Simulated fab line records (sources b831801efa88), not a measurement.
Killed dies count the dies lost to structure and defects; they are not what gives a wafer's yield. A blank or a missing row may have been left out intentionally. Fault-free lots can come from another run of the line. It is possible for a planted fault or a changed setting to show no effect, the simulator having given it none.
fab line records	flow sky130	part 2 of 2: steps 30 to 42 of 42
record lots=5	wafers=15	last-day=50
route steps=708 shown VT_ADJUST_LVTN@112 VT_ADJUST_NCORE@119 VT_ADJUST_HVTR@131 VT_ADJUST_PCH@143
lots with no fault: from the same line, run without faults
start-h: start of the lot's first displayed wafer, in hours after the record's first day	wait-h: how many hours have passed since the lot's step before this one	" the same as in the row above	L1.1+2: one row covering several wafers at once	- no value, or no start given	* or withheld: withheld	< > ~ a bound
route shown NAME@n: names a module that has steps shown in the file, with the first one's number in the route	usual: mean and standard deviation over wafers with no fault	same: alike in all rows	chamber/n: place in a boat	sites: the reading at each site	_std_site: standard deviation of those values	_edge_site: inner sites' mean taken away from outer sites' mean	radius-mm: for every site, how far away it sits from the centre of the wafer	mask NAME#n: copy n	behind: the most recent tool/chamber to have shaped the wafer	hold: the reason the lot was held/the length of the hold in hours/how it ended	device: the transistor (n, p or np) that didn't switch	end of line: at the end of the route, the tests of the same wafers	where a step has no rows: the recipe by itself	killed: the dies lost at the first sort to structure and to defects; this is not the yield of the wafer	map: a wafer's dies, marking killed ones x, the rest . and places with no die _
set.NAME: the setting as run; set.NAME@STEP: as run at that earlier step	model.NAME: the simulator's own value behind a step, which no gauge read
lots seen at some steps along the route; tables by step, rows by wafer
services: from which hour (start-h, from the record's first day; less than 0 if before it) a tool's chamber was out of use, for how many hours, and why
## steps
# step SKY_VT_ADJUST_HVTR_STRIP_10
# recipe chemistry=O2/N2	power-w=1400	pressure-mtorr=1500	platen-temp-c=withheld	o2-flow-sccm=3000	n2-flow-sccm=300	overash-fraction=0.5
# usual drypump-motor-current-A=5.8/0.42	oes-product-au=0.716/0.0043	strip-time-to-endpoint-s=14.17/0.041
lot.wafer	tool	chamber	start-h	wait-h	drypump-motor-current-A	oes-product-au	rf-hours-counter-h	strip-time-to-endpoint-s
L074.2	plasma-asher-03	1	202.54	0.1	5.8	0.719	50	14.15
L074.3	"	0	"	"	5.6	0.719	-	14.17
L074.6	"	0	"	"	5.6	0.717	-	14.13
L075.1	plasma-asher-03	0	209.19	0.1	5.6	0.719	50	14.18
L075.5	"	1	"	"	5.7	0.726	-	14.16
L075.6	"	0	"	"	5.6	0.718	-	14.12
L080.2	plasma-asher-01	1	249.63	0.1	6.6	0.727	42	14.26
L080.3	"	1	"	"	6.6	0.718	-	14.20
L080.5	"	0	"	"	6.5	0.715	-	14.21
L081.1	plasma-asher-03	1	256.66	0.1	5.7	0.714	55	14.17
L081.3	"	0	"	"	5.6	0.723	-	14.19
L081.4	"	1	"	"	5.7	0.716	-	14.20
L095.1	plasma-asher-03	0	370.04	0.1	5.6	0.717	67	14.21
L095.3	"	0	"	"	5.6	0.718	-	14.22
L095.4	"	1	"	"	5.8	0.713	-	14.16
# step SKY_VT_ADJUST_HVTR_TW_MEAS_11
# usual VT_ADJUST_HVTR_TW=209.8/1.5
lot.wafer	tool	chamber	start-h	wait-h	VT_ADJUST_HVTR_TW
L074.2	film-metro-04	-	202.65	0.1	209.1
L074.3	"	-	"	"	209.3
L074.6	"	-	"	"	209.9
L075.1	film-metro-03	-	209.29	0.1	211.2
L075.5	"	-	"	"	210.9
L075.6	"	-	"	"	211.0
L080.2	film-metro-04	-	249.74	0.1	208.8
L080.3	"	-	"	"	207.9
L080.5	"	-	"	"	210.2
L081.1	film-metro-04	-	256.76	0.1	208.3
L081.3	"	-	"	"	208.3
L081.4	"	-	"	"	209.6
L095.1	film-metro-02	-	370.14	0.1	208.5
L095.3	"	-	"	"	210.1
L095.4	"	-	"	"	209.1
# step SKY_VT_ADJUST_PCH_DEHYDRATE_00
# recipe temp-c=200	time-s=60
lot.wafer	tool	chamber	start-h	wait-h
L074.2+3+6	litho-track-04	0	211.98	9.3
L075.1+5+6	litho-track-02	0	219.77	10.5
L080.2+3+5	litho-track-02	0	260.90	11.1
L081.1+3+4	litho-track-01	0	268.52	11.7
L095.1+3+4	litho-track-02	0	383.77	13.6
# step SKY_VT_ADJUST_PCH_HMDS_01
# recipe prime-time-s=60	prime-temp-c=120
lot.wafer	tool	chamber	start-h	wait-h
L074.2+3+6	litho-track-04	0	212.13	0.1
L075.1+5+6	litho-track-02	0	219.92	0.1
L080.2+3+5	litho-track-02	0	261.05	0.1
L081.1+3+4	litho-track-01	0	268.67	0.1
L095.1+3+4	litho-track-02	0	383.92	0.1
# step SKY_VT_ADJUST_PCH_COAT_02
# recipe spin-rpm=2000	resist-thk-nm=3000
lot.wafer	tool	chamber	start-h	wait-h
L074.2+3+6	litho-track-04	0	212.28	0.1
L075.1+5+6	litho-track-02	0	220.07	0.1
L080.2+3+5	litho-track-02	0	261.20	0.1
L081.1+3+4	litho-track-01	0	268.82	0.1
L095.1+3+4	litho-track-02	0	384.07	0.1
# step SKY_VT_ADJUST_PCH_SOFTBAKE_03
# recipe temp-c=110	time-s=withheld
lot.wafer	tool	chamber	start-h	wait-h
L074.2+3+6	litho-track-04	0	212.44	0.1
L075.1+5+6	litho-track-02	0	220.22	0.1
L080.2+3+5	litho-track-02	0	261.35	0.1
L081.1+3+4	litho-track-01	0	268.97	0.1
L095.1+3+4	litho-track-02	0	384.22	0.1
# step SKY_VT_ADJUST_PCH_EXPOSE_04
# recipe mask-id=NWM	na=0.6	source-shape=conventional	sigma-outer=0.6	polarization=unpolarized	target-cd-nm=840	dose-mj=255
# usual stage-vel-mm-s=499.90/0.28
lot.wafer	tool	chamber	start-h	wait-h	mask	stage-vel-mm-s
L074.2	iline-stepper-01	0	-	-	NWM#0	499.59
L074.3	"	0	"	"	NWM#0	499.87
L074.6	"	0	"	"	NWM#0	500.05
L075.1	iline-stepper-02	0	-	-	NWM#0	499.70
L075.5	"	0	"	"	NWM#0	499.31
L075.6	"	0	"	"	NWM#0	499.64
L080.2	iline-stepper-01	0	-	-	NWM#0	500.05
L080.3	"	0	"	"	NWM#0	500.02
L080.5	"	0	"	"	NWM#0	499.77
L081.1	iline-stepper-02	0	-	-	NWM#0	499.91
L081.3	"	0	"	"	NWM#0	499.95
L081.4	"	0	"	"	NWM#0	499.42
L095.1	iline-stepper-01	0	-	-	NWM#0	500.27
L095.3	"	0	"	"	NWM#0	500.33
L095.4	"	0	"	"	NWM#0	499.82
# step SKY_VT_ADJUST_PCH_PEB_05
# recipe temp-c=115	time-s=withheld
lot.wafer	tool	chamber	start-h	wait-h
L074.2+3+6	litho-track-02	0	-	-
L075.1+5+6	litho-track-04	0	-	-
L080.2+3+5	litho-track-02	0	-	-
L081.1+3+4	litho-track-04	0	-	-
L095.1+3+4	litho-track-01	0	-	-
# step SKY_VT_ADJUST_PCH_DEVELOP_06
# recipe wall-angle-deg=90	developer=TMAH	develop-time-s=60	dev-temp-c=23
lot.wafer	tool	chamber	start-h	wait-h
L074.2+3+6	litho-track-02	0	-	-
L075.1+5+6	litho-track-04	0	-	-
L080.2+3+5	litho-track-02	0	-	-
L081.1+3+4	litho-track-04	0	-	-
L095.1+3+4	litho-track-01	0	-	-
# step SKY_VT_ADJUST_PCH_OVL_MEAS_07
# usual VT_ADJUST_PCH_OVL=0.4/1.2
lot.wafer	tool	chamber	start-h	wait-h	VT_ADJUST_PCH_OVL[nm]
L074.2	overlay-02	-	224.28	-	-2.2
L074.3	"	-	"	"	-1.5
L074.6	"	-	"	"	0.1
L075.1	overlay-02	-	231.31	-	-1.6
L075.5	"	-	"	"	-1.4
L075.6	"	-	"	"	0.4
L080.2	overlay-02	-	273.83	-	1.8
L080.3	"	-	"	"	0.3
L080.5	"	-	"	"	0.4
L081.1	overlay-01	-	282.31	-	-0.8
L081.3	"	-	"	"	1.1
L081.4	"	-	"	"	0.1
L095.1	overlay-01	-	398.52	-	1.7
L095.3	"	-	"	"	2.7
L095.4	"	-	"	"	1.5
# step SKY_VT_ADJUST_PCH_IMPLANT_08
# recipe species=B	energy-kev=10	dose-cm2=5e+11	tilt-deg=withheld
# usual faraday-current-uA=2.82/0.052
lot.wafer	tool	chamber	start-h	wait-h	faraday-current-uA
L074.2	implanter-01	0	224.33	0.0	2.89
L074.3	"	0	"	"	2.89
L074.6	"	0	"	"	2.81
L075.1	implanter-03	0	231.34	0.0	2.84
L075.5	"	0	"	"	2.74
L075.6	"	0	"	"	2.77
L080.2	implanter-02	0	273.88	0.0	2.80
L080.3	"	0	"	"	2.84
L080.5	"	0	"	"	2.86
L081.1	implanter-03	0	282.34	0.0	2.82
L081.3	"	0	"	"	2.89
L081.4	"	0	"	"	2.80
L095.1	implanter-03	0	398.56	0.0	2.86
L095.3	"	0	"	"	2.85
L095.4	"	0	"	"	2.88
# step SKY_VT_ADJUST_PCH_STRIP_09
# recipe chemistry=O2/N2	power-w=1400	pressure-mtorr=1500	platen-temp-c=withheld	o2-flow-sccm=3000	n2-flow-sccm=300	overash-fraction=0.5
# usual drypump-motor-current-A=5.54/0.18	oes-product-au=0.722/0.0047	strip-time-to-endpoint-s=36.93/0.1
lot.wafer	tool	chamber	start-h	wait-h	drypump-motor-current-A	oes-product-au	rf-hours-counter-h	strip-time-to-endpoint-s
L074.2	plasma-asher-02	1	224.46	0.1	5.67	0.721	55	36.69
L074.3	"	0	"	"	5.35	0.722	-	36.86
L074.6	"	1	"	"	5.69	0.724	-	36.73
L075.1	plasma-asher-03	1	231.49	0.1	5.74	0.722	52	37.02
L075.5	"	0	"	"	5.60	0.717	-	36.97
L075.6	"	1	"	"	5.71	0.726	-	36.99
L080.2	plasma-asher-04	0	274.01	0.1	5.56	0.729	15	36.92
L080.3	"	0	"	"	5.60	0.732	-	37.11
L080.5	"	0	"	"	5.56	0.719	-	37.12
L081.1	plasma-asher-04	1	282.49	0.1	5.20	0.729	16	36.92
L081.3	"	1	"	"	5.19	0.719	-	36.99
L081.4	"	0	"	"	5.54	0.727	-	36.97
L095.1	plasma-asher-03	0	398.71	0.1	5.56	0.726	69	37.16
L095.3	"	0	"	"	5.59	0.734	-	37.10
L095.4	"	1	"	"	5.74	0.723	-	37.12
# step SKY_VT_ADJUST_PCH_TW_MEAS_10
# usual VT_ADJUST_PCH_TW=141.6/1.4
lot.wafer	tool	chamber	start-h	wait-h	VT_ADJUST_PCH_TW
L074.2	film-metro-04	-	224.57	0.1	140.6
L074.3	"	-	"	"	141.2
L074.6	"	-	"	"	140.0
L075.1	film-metro-04	-	231.59	0.1	141.1
L075.5	"	-	"	"	141.3
L075.6	"	-	"	"	141.1
L080.2	film-metro-04	-	274.12	0.1	141.4
L080.3	"	-	"	"	141.3
L080.5	"	-	"	"	141.4
L081.1	film-metro-04	-	282.59	0.1	141.5
L081.3	"	-	"	"	141.1
L081.4	"	-	"	"	141.3
L095.1	film-metro-01	-	398.81	0.1	144.7
L095.3	"	-	"	"	145.1
L095.4	"	-	"	"	143.6
## services
tool	chamber	start-h	hours	kind
plasma-asher-01	-	132.14	14.6	pm
implanter-01	-	136.42	1.6	repair
implanter-01	-	149.17	2.3	pm
implanter-02	-	164.02	9.3	repair
plasma-asher-02	-	179.01	2.8	pm
plasma-asher-01	-	190.71	1.3	repair
iline-stepper-01	-	196.23	1.7	pm
iline-stepper-02	-	197.90	1.7	pm
plasma-asher-02	-	231.53	0.8	repair
implanter-04	-	234.45	1.7	repair
iline-stepper-01	-	245.36	3.2	repair
plasma-asher-04	-	264.16	5.2	repair
implanter-01	-	289.80	2.5	pm
plasma-asher-01	-	314.88	2.8	pm
implanter-03	-	321.66	4.8	pm
implanter-02	-	329.49	3.0	pm
implanter-02	-	346.94	1.5	repair
plasma-asher-02	-	353.59	1.3	repair
iline-stepper-02	-	356.62	2.1	pm
plasma-asher-01	-	368.60	2.8	repair
implanter-02	-	371.49	2.4	repair
implanter-04	-	383.56	4.5	repair
implanter-04	-	391.16	3.3	pm
implanter-04	-	396.63	1.1	repair
